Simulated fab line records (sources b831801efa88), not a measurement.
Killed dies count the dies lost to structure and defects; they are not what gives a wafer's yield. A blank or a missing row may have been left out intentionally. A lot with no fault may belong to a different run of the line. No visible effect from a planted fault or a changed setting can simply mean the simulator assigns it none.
fab line records	flow sky130
record lots=6	wafers=18	last_day=50
route steps=708 shown VIA4@653 METAL5@661
lots that met no fault: from a run of the same line without faults
start_h: hours from the record's opening day to when the first of the lot's shown wafers began	wait_h: hours since the lot's step before	" repeats the value in the row above	L1.1+2: a single row standing in for several wafers	- value missing, or start not given	* or withheld: withheld	< > ~ a bound
route shown NAME@n: NAME is a module with steps in the file, n the number in the route of the first one	usual: mean and standard deviation over wafers with no fault	same: alike in all rows	chamber/n: place in a boat	sites: readings site by site	_std_site: the standard deviation of these	_edge_site: inner sites' mean taken away from outer sites' mean	radius_mm: for every site, how far away it sits from the centre of the wafer	mask NAME#n: copy n	behind: tool/chamber where the wafer was last shaped	hold: cause of the lot's hold/its duration in hours/its outcome	device: the n, p or np transistor that did not switch	end of line: the tests these same wafers got at the end of their route	step lacking rows: just its recipe	killed: not the wafer's yield, but the dies lost to structure and defects at the first sort	map: a wafer's dies, marking killed ones x, the rest . and places with no die _
set.NAME: the setting the step ran with; set.NAME@STEP: the setting that earlier step ran with	model.NAME: the simulator's own value behind a step, which no gauge read
lots seen at some steps along the route; tables by step, rows by wafer
services: when a tool's chamber went out of use (start_h, in hours from the record's first day, below 0 if earlier), for how many hours, and the reason
## steps
# step SKY_VIA4_STRIP_14
# recipe chemistry=post_etch_residue_remover	time_s=1200	temp_c=72.5
# step SKY_VIA4_CLEAN_15
# recipe chemistry=IPA	time_s=180	temp_c=25
# step SKY_VIA4_CLEAN_16
# recipe chemistry=O3/DIW	dry=n2_spin
# step SKY_VIA4_SPUTTER_17
# recipe material=TiN	target_thk_nm=20	chamber_pressure_pa=5	power_w=4000	time_s=80
# step SKY_VIA4_CVD_18
# recipe material=W	target_thk_nm=505	time_s=152.14	temp_c=400	pressure_torr=40
# usual heater_power_w=816/97
lot.wafer	tool	chamber	start_h	wait_h	heater_power_w
L139.1	cvd_w-02	1	1029.34	0.0	944
L139.4	"	1	"	"	942
L139.5	"	1	"	"	931
L144.2	cvd_w-02	0	1067.87	0.0	742
L144.4	"	0	"	"	763
L144.6	"	0	"	"	784
L145.2	cvd_w-01	1	1076.22	0.0	834
L145.5	"	1	"	"	808
L145.6	"	0	"	"	680
L156.1	cvd_w-02	1	1133.19	0.0	930
L156.3	"	0	"	"	771
L156.4	"	1	"	"	937
L155.2	cvd_w-02	1	1134.86	0.0	965
L155.3	"	0	"	"	776
L155.6	"	1	"	"	937
L157.1	cvd_w-02	0	1144.14	0.0	758
L157.4	"	1	"	"	935
L157.5	"	0	"	"	776
# step SKY_VIA4_RS_MEAS_19
# recipe thk_meas_gauge=four-point-probe	reads=W_of_VIA4_CVD_18+TiN_of_VIA4_SPUTTER_17
# usual VIA4_W_RS=0.227/0.0048
lot.wafer	tool	chamber	start_h	wait_h	VIA4_W_RS[ohm/sq]
L139.1	film_metro-04	-	1029.49	0.1	0.227
L139.4	"	-	"	"	0.229
L139.5	"	-	"	"	0.226
L144.2	film_metro-04	-	1068.04	0.1	0.223
L144.4	"	-	"	"	0.219
L144.6	"	-	"	"	0.221
L145.2	film_metro-03	-	1076.39	0.1	0.233
L145.5	"	-	"	"	0.231
L145.6	"	-	"	"	0.227
L156.1	film_metro-03	-	1133.34	0.1	0.231
L156.3	"	-	"	"	0.222
L156.4	"	-	"	"	0.229
L155.2	film_metro-03	-	1135.03	0.1	0.232
L155.3	"	-	"	"	0.222
L155.6	"	-	"	"	0.229
L157.1	film_metro-03	-	1144.29	0.1	0.221
L157.4	"	-	"	"	0.230
L157.5	"	-	"	"	0.220
# step SKY_VIA4_THK_MEAS_20
# recipe thk_meas_gauge=xrf	reads=W_of_VIA4_CVD_18
# usual VIA4_W_THK=511/11
lot.wafer	tool	chamber	start_h	wait_h	VIA4_W_THK[nm]
L139.1	film_metro-04	-	1029.61	0.1	510
L139.4	"	-	"	"	509
L139.5	"	-	"	"	512
L144.2	film_metro-04	-	1068.15	0.1	525
L144.4	"	-	"	"	533
L144.6	"	-	"	"	528
L145.2	film_metro-03	-	1076.50	0.1	500
L145.5	"	-	"	"	505
L145.6	"	-	"	"	516
L156.1	film_metro-03	-	1133.46	0.1	504
L156.3	"	-	"	"	523
L156.4	"	-	"	"	509
L155.2	film_metro-03	-	1135.14	0.1	497
L155.3	"	-	"	"	522
L155.6	"	-	"	"	505
L157.1	film_metro-03	-	1144.41	0.1	524
L157.4	"	-	"	"	502
L157.5	"	-	"	"	527
# step SKY_VIA4_CMP_21
# recipe stop_on=SiO2	t_overpolish_s=25	down_force_psi=3.5	platen_rpm=60	target_thk_nm=0	pad_velocity_m_s=0.94248
# usual motor_current_A=11.3/1.1	overpolish_run_s=25.000/0.0095	slurry_flow_ml_min=150.0/0.39	time_to_endpoint_s=121/5.9
lot.wafer	tool	chamber	start_h	wait_h	motor_current_A	overpolish_run_s	slurry_flow_ml_min	time_to_endpoint_s
L139.1	cmp-01	0	1029.77	0.1	9.9	24.999	150.1	120
L139.4	"	1	"	"	11.0	25.002	149.9	116
L139.5	"	2	"	"	11.2	24.989	149.9	125
L144.2	cmp-01	0	1068.46	0.3	10.6	24.995	150.0	120
L144.4	"	1	"	"	10.6	24.994	150.5	118
L144.6	"	0	"	"	10.2	25.004	150.1	120
L145.2	cmp-02	3	1076.55	0.0	11.1	25.015	150.4	114
L145.5	"	3	"	"	10.8	25.008	150.0	114
L145.6	"	0	"	"	9.1	24.987	149.8	112
L156.1	cmp-02	1	1133.57	0.1	12.3	25.004	150.7	122
L156.3	"	3	"	"	10.9	24.999	149.6	127
L156.4	"	0	"	"	9.4	25.008	151.0	112
L155.2	cmp-01	0	1135.19	0.0	10.0	25.012	150.3	120
L155.3	"	2	"	"	11.3	24.999	149.5	127
L155.6	"	0	"	"	10.0	25.004	149.8	123
L157.4	cmp-02	0	1144.57	0.1	9.8	25.004	149.7	115
L157.1	"	1	"	"	12.0	25.000	150.5	129
L157.5	"	3	"	"	11.0	24.996	150.2	127
# step SKY_METAL5_SPUTTER_00
# recipe material=Ti	target_thk_nm=15	power_w=3000	time_s=10	chamber_pressure_pa=0.4
# step SKY_METAL5_SPUTTER_01
# recipe material=TiN	target_thk_nm=20	power_w=6500	time_s=16.7	chamber_pressure_pa=0.4
# usual cathode_dc_power_W=6500.1/1.2	chamber_pressure_pa=0.3999/0.00085	throttle_valve_pct=29.6/0.91
lot.wafer	tool	chamber	start_h	wait_h	cathode_dc_power_W	chamber_pressure_pa	throttle_valve_pct
L139.1	pvd_sputter-02	-	1029.99	0.0	6498.7	0.4008	29.7
L139.4	"	-	"	"	6500.3	0.4008	29.8
L139.5	"	-	"	"	6499.8	0.4022	29.8
L144.2	pvd_sputter-01	-	1068.73	0.0	6498.0	0.3991	29.0
L144.4	"	-	"	"	6501.5	0.4002	31.1
L144.6	"	-	"	"	6498.9	0.3992	29.1
L145.2	pvd_sputter-02	-	1076.87	0.0	6500.1	0.3991	29.6
L145.5	"	-	"	"	6500.8	0.4004	28.5
L145.6	"	-	"	"	6500.6	0.3995	29.4
L156.1	pvd_sputter-03	-	1133.90	0.0	6501.1	0.3999	29.0
L156.3	"	-	"	"	6500.8	0.3983	28.9
L156.4	"	-	"	"	6500.8	0.4003	28.4
L155.2	pvd_sputter-01	-	1135.52	0.0	6502.3	0.3997	31.1
L155.3	"	-	"	"	6498.5	0.4012	31.1
L155.6	"	-	"	"	6499.9	0.4001	31.2
L157.1	pvd_sputter-03	-	1144.80	0.0	6500.5	0.3983	28.8
L157.4	"	-	"	"	6498.9	0.3989	28.1
L157.5	"	-	"	"	6500.8	0.3982	29.1
# step SKY_METAL5_SPUTTER_02
# recipe material=AlCu	target_thk_nm=1150	power_w=10600	time_s=61.2	chamber_pressure_pa=0.4
# step SKY_METAL5_SPUTTER_03
# recipe material=Ti	target_thk_nm=5	power_w=3000	time_s=3.3	chamber_pressure_pa=0.4
# usual cathode_dc_power_W=3000.0/0.53	chamber_pressure_pa=0.4000/0.0008	throttle_valve_pct=29.6/0.91
lot.wafer	tool	chamber	start_h	wait_h	cathode_dc_power_W	chamber_pressure_pa	throttle_valve_pct
L139.1	pvd_sputter-02	-	1030.07	0.0	2999.9	0.4013	29.7
L139.4	"	-	"	"	3000.0	0.3999	29.9
L139.5	"	-	"	"	2999.8	0.3988	29.8
L144.2	pvd_sputter-01	-	1068.81	0.0	2999.8	0.4006	29.2
L144.4	"	-	"	"	3000.0	0.4002	30.8
L144.6	"	-	"	"	2999.6	0.4006	29.4
L145.2	pvd_sputter-02	-	1076.95	0.0	2999.7	0.4005	29.4
L145.5	"	-	"	"	3001.1	0.4004	28.6
L145.6	"	-	"	"	3000.4	0.4006	29.1
L156.1	pvd_sputter-03	-	1133.97	0.0	2999.2	0.4007	29.2
L156.3	"	-	"	"	3001.1	0.4001	29.0
L156.4	"	-	"	"	2999.8	0.4000	28.4
L155.2	pvd_sputter-01	-	1135.59	0.0	2999.8	0.4001	31.0
L155.3	"	-	"	"	3000.7	0.4006	31.1
L155.6	"	-	"	"	2999.8	0.4004	30.9
L157.1	pvd_sputter-03	-	1144.87	0.0	2999.2	0.4007	28.6
L157.4	"	-	"	"	2999.6	0.3987	28.2
L157.5	"	-	"	"	2999.7	0.4000	29.1
# step SKY_METAL5_SPUTTER_04
# recipe material=TiN	target_thk_nm=70	power_w=6500	time_s=58.3	chamber_pressure_pa=0.4
# usual cathode_dc_power_W=6500.1/1.3	chamber_pressure_pa=0.3999/0.00077	throttle_valve_pct=29.6/0.92
lot.wafer	tool	chamber	start_h	wait_h	cathode_dc_power_W	chamber_pressure_pa	throttle_valve_pct
L139.1	pvd_sputter-02	-	1030.08	0.0	6499.2	0.3992	29.7
L139.4	"	-	"	"	6499.7	0.4008	30.2
L139.5	"	-	"	"	6498.7	0.4011	29.6
L144.2	pvd_sputter-01	-	1068.83	0.0	-	-	-
L144.4	"	-	"	"	-	-	-
L144.6	"	-	"	"	-	-	-
L145.2	pvd_sputter-02	-	1076.97	0.0	-	-	-
L145.5	"	-	"	"	-	-	-
L145.6	"	-	"	"	-	-	-
L156.1	pvd_sputter-03	-	1133.99	0.0	6499.0	0.3997	29.2
L156.3	"	-	"	"	6501.9	0.4009	28.9
L156.4	"	-	"	"	6499.0	0.4010	28.3
L155.2	pvd_sputter-01	-	1135.61	0.0	6500.6	0.3995	31.2
L155.3	"	-	"	"	6501.5	0.3982	31.1
L155.6	"	-	"	"	6502.4	0.4000	30.9
L157.1	pvd_sputter-03	-	1144.89	0.0	6499.6	0.4000	28.8
L157.4	"	-	"	"	6501.2	0.3996	28.3
L157.5	"	-	"	"	6498.8	0.4003	29.4
# step SKY_METAL5_THK_MEAS_06
# recipe thk_meas_gauge=xrf	reads=AlCu_of_METAL5_SPUTTER_02
# usual METAL5_ALCU_THK=1140/18
lot.wafer	tool	chamber	start_h	wait_h	METAL5_ALCU_THK[nm]
L139.1	film_metro-01	-	1030.25	0.1	1159
L139.4	"	-	"	"	1145
L139.5	"	-	"	"	1155
L144.2	film_metro-03	-	1069.00	0.1	1343
L144.4	"	-	"	"	1377
L144.6	"	-	"	"	1347
L145.2	film_metro-04	-	1077.15	0.1	1296
L145.5	"	-	"	"	1335
L145.6	"	-	"	"	1302
L156.1	film_metro-01	-	1134.16	0.1	1129
L156.3	"	-	"	"	1153
L156.4	"	-	"	"	1132
L155.2	film_metro-01	-	1135.79	0.1	1136
L155.3	"	-	"	"	1135
L155.6	"	-	"	"	1132
L157.1	film_metro-04	-	1145.06	0.1	1150
L157.4	"	-	"	"	1128
L157.5	"	-	"	"	1133
# step SKY_METAL5_DEHYDRATE_07
# recipe temp_c=200	time_s=60
# step SKY_METAL5_HMDS_08
# recipe prime_time_s=60	prime_temp_c=120
# step SKY_METAL5_COAT_09
# recipe resist=NOVOLAK	spin_rpm=3000	resist_thk_nm=1800
# step SKY_METAL5_SOFTBAKE_10
# recipe temp_c=90	time_s=60	resist=NOVOLAK
# step SKY_METAL5_EXPOSE_11
# recipe mask_id=MM5	na=0.6	source_shape=conventional	sigma_outer=0.6	polarization=unpolarized	target_cd_nm=1600	dose_mj=190
# step SKY_METAL5_PEB_12
# recipe temp_c=withheld	time_s=*	resist=NOVOLAK
# step SKY_METAL5_DEVELOP_13
# recipe resist=NOVOLAK	developer=TMAH	develop_time_s=60	dev_temp_c=23
# step SKY_METAL5_DESCUM_14
# recipe chemistry=O2	source_power_w=150	bias_power_w=0	pressure_mtorr=10	temp_c=40	time_s=11
# usual drypump_motor_current_A=5.9/0.32	oes_product_au=1.006/0.015
lot.wafer	tool	chamber	start_h	wait_h	drypump_motor_current_A	oes_product_au	rf_hours_counter_h
L139.1	rie_metal-01	0	1052.00	0.1	6.0	0.981	7
L139.4	"	1	"	"	5.5	0.995	-
L139.5	"	0	"	"	6.0	0.976	-
L144.2	rie_metal-02	1	1090.30	0.1	5.6	1.005	1
L144.4	"	0	"	"	6.0	1.013	-
L144.6	"	0	"	"	6.0	1.020	-
L145.2	rie_metal-01	0	1097.18	0.1	6.0	0.998	11
L145.5	"	1	"	"	5.5	1.005	-
L145.6	"	0	"	"	6.0	1.001	-
L156.1	rie_metal-02	1	1152.33	0.1	5.6	0.995	6
L156.3	"	1	"	"	5.5	0.990	-
L156.4	"	1	"	"	5.5	0.991	-
L155.2	rie_metal-02	1	1154.45	0.1	5.5	0.986	-
L155.3	"	1	"	"	5.6	0.988	-
L155.6	"	1	"	"	5.5	0.994	-
L157.1	rie_metal-02	1	1162.10	0.1	5.6	0.988	9
L157.4	"	1	"	"	5.6	0.997	-
L157.5	"	1	"	"	5.6	0.992	-
# step SKY_METAL5_METAL_ETCH_15
# recipe target_depth_a=12600	stop_on=SiO2	over_etch_frac=0.2	time_s=252	chemistry=Cl2/BCl3	resist_sidewall_deg=86	pressure_mtorr=10	icp_w=900	bias_w=48.5	Cl2_flow_sccm=60	bcl3_flow_sccm=30
# usual drypump_motor_current_A=5.9/0.32	oes_product_au=0.894/0.0055	throttle_valve_pct=22.264/0.0093
lot.wafer	tool	chamber	start_h	wait_h	drypump_motor_current_A	oes_product_au	rf_hours_counter_h	throttle_valve_pct
L139.1	rie_metal-01	0	1052.03	0.0	6.0	0.894	7	22.264
L139.4	"	1	"	"	5.5	0.899	-	22.270
L139.5	"	0	"	"	6.0	0.892	-	22.277
L144.2	rie_metal-02	1	1090.33	0.0	5.6	0.869	1	22.270
L144.4	"	0	"	"	6.0	0.883	-	22.265
L144.6	"	0	"	"	6.0	0.880	-	22.268
L145.2	rie_metal-01	0	1097.22	0.0	6.1	0.859	11	22.240
L145.5	"	1	"	"	5.5	0.872	-	22.281
L145.6	"	0	"	"	6.0	0.875	-	22.251
L156.1	rie_metal-02	1	1152.40	0.1	5.6	0.891	6	22.269
L156.3	"	1	"	"	5.6	0.896	-	22.262
L156.4	"	1	"	"	5.6	0.891	-	22.279
L155.2	rie_metal-02	1	1154.58	0.1	5.6	0.893	-	22.274
L155.3	"	1	"	"	5.6	0.889	-	22.259
L155.6	"	1	"	"	5.6	0.894	-	22.262
L157.1	rie_metal-02	1	1162.17	0.1	5.6	0.885	9	22.263
L157.4	"	1	"	"	5.6	0.893	-	22.265
L157.5	"	1	"	"	5.6	0.896	-	22.265
# step SKY_METAL5_STRIP_16
# recipe chemistry=O2/N2	power_w=1400	pressure_mtorr=1500	platen_temp_c=withheld	o2_flow_sccm=3000	n2_flow_sccm=300	overash_fraction=0.5
## services
tool	chamber	start_h	hours	kind
cmp-01	-	1012.97	3.0	repair
pvd_sputter-01	-	1028.30	3.0	repair
cmp-01	-	1033.90	1.7	repair
cvd_w-02	-	1053.82	4.7	repair
rie_metal-02	1	1055.15	-	clean
rie_metal-02	1	1055.15	21.0	scheduled_down
rie_metal-02	1	1055.15	21.0	vent_cycle
cmp-01	-	1059.91	7.9	pm
cvd_w-01	-	1065.07	0.8	repair
cvd_w-01	-	1066.12	6.9	pm
rie_metal-02	-	1068.22	0.7	repair
cmp-01	-	1071.14	1.6	repair
cmp-01	-	1076.29	5.3	repair
cvd_w-01	-	1079.50	28.1	pm
cmp-01	-	1091.02	0.8	repair
cmp-01	-	1097.19	2.4	repair
cmp-01	-	1099.61	4.0	pm
rie_metal-02	-	1123.47	0.9	repair
cmp-02	-	1147.44	5.3	pm
rie_metal-02	0	1150.11	-	clean
rie_metal-02	0	1150.11	-	consumable_replace:focus_ring
cmp-01	-	1154.22	7.2	pm
cmp-02	-	1161.08	4.0	pm
cmp-02	-	1161.45	1.6	repair
## key
first_sign step=SKY_METAL5_SPUTTER_04	reading=tool_record	direction=missing
effect step=SKY_METAL5_THK_MEAS_06	reading=METAL5_ALCU_THK	direction=up	sigmas=11	usual=1140	struck=1333
effect step=SKY_METAL5_METAL_ETCH_15	reading=oes_product_au	direction=down	sigmas=3.9	usual=0.894	struck=0.873
met_at SKY_METAL5_SPUTTER_04
struck_wafers L144.2,L144.4,L144.6,L145.2,L145.5,L145.6
later_rows_left_out L144.2,L144.4,L144.6,L145.2,L145.5,L145.6
sort_left_out L144.2,L144.4,L144.6,L145.2,L145.5,L145.6
onset_between 1030.08 1068.83
fault kind=skipped_step_whole	tool=pvd_sputter-01,pvd_sputter-02	chamber=-	onset_h=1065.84	steps=SKY_METAL5_SPUTTER_04	scope=struck_lots_only
# sort_left_out: the simulated sort isn't trusted on such a fault, so these wafers' sort isn't shown, and their yield isn't known
# later_rows_left_out: the simulator's readings of these wafers behind a module that went badly wrong aren't trusted and aren't shown, but for the sort
